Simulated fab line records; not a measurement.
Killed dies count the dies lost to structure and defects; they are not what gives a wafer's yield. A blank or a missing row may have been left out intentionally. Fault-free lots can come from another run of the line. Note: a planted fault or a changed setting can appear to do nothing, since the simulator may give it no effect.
One fault seen from 2 desks    flow gf180mcu    each desk has only its own numbers; what lay behind them comes last

## FROM THE METROLOGY DESK
Means of the sampled wafers that have a number, per lot and without regard to the tool the lot ran on: this is what the gauges read. The brackets show how far a lot's mean lies from the usual mean; more than 4 standard deviations puts the lot out of limits, marked OUT.
Columns: A = V4_CVD_00_THK at GF_V4_THK_MEAS_01, usual 597 nm
lot   first seen here  A
L170  day 23 12:05     603
L171  day 23 19:40     596
L173  day 24 14:09     596
L174  day 25 00:17     597
L175  day 25 10:03     600
L176  day 25 21:49     602
L182  day 27 14:36     530 (-9.7) OUT
L186  day 28 23:35     597
L187  day 29 04:55     592
L189  day 29 18:47     590
L191  day 30 04:05     591
L192  day 30 10:26     593
L193  day 30 22:03     602
Finding of this desk: L182 out of limits, first seen on L182 at day 27 14:36 (V4_CVD_00_THK at GF_V4_THK_MEAS_01). L170, L171, L173, L174, L175, L176, L186, L187, L189, L191, L192, L193 stayed within limits.

## FOR THE TOOL OWNER'S DESK: hdpcvd-01
The tool's own readings at GF_V4_CVD_00 (deposits SiO2, target thk 600 nm, time 100 s): means of the sampled wafers that have a number, for each lot that ran on this tool. The brackets show how far a lot's mean lies from the usual mean; more than 4 standard deviations puts the lot out of limits, marked OUT.
Columns: A = sih4 flow sccm at GF_V4_CVD_00, usual 60.02 sccm
lot   first seen here  A
L170  day 23 12:01     60.12
L171  day 23 19:36     59.85
L173  day 24 14:04     59.87
L175  day 25 09:56     59.94
L182  day 27 14:32     53.86 (-34) OUT
L193  day 30 21:58     60.00
This desk's verdict: out of limits on L182, starting with L182 at day 27 14:32 (sih4 flow sccm at GF_V4_CVD_00). L170, L171, L173, L175, L193 stayed within limits.

## PUT TOGETHER
An alarm could have come from the tool owner's desk at day 27 14:32, on L182.
On L182, the metrology desk was in a position to raise an alarm at day 27 14:36.
Of the lots named, all ran GF_V4_CVD_00 on hdpcvd-01.

## WHAT THE SIMULATOR HAD PUT IN
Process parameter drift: hdpcvd-01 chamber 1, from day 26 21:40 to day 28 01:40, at GF_V4_CVD_00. The setting sih4 flow sccm was moved by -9, starting from 60. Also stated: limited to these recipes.
Shown lots that were struck: L182.
Delay (hours) between the fault's onset and each desk's first out-of-limits reading: 17 at the tool owner's desk, 17 at the metrology desk.
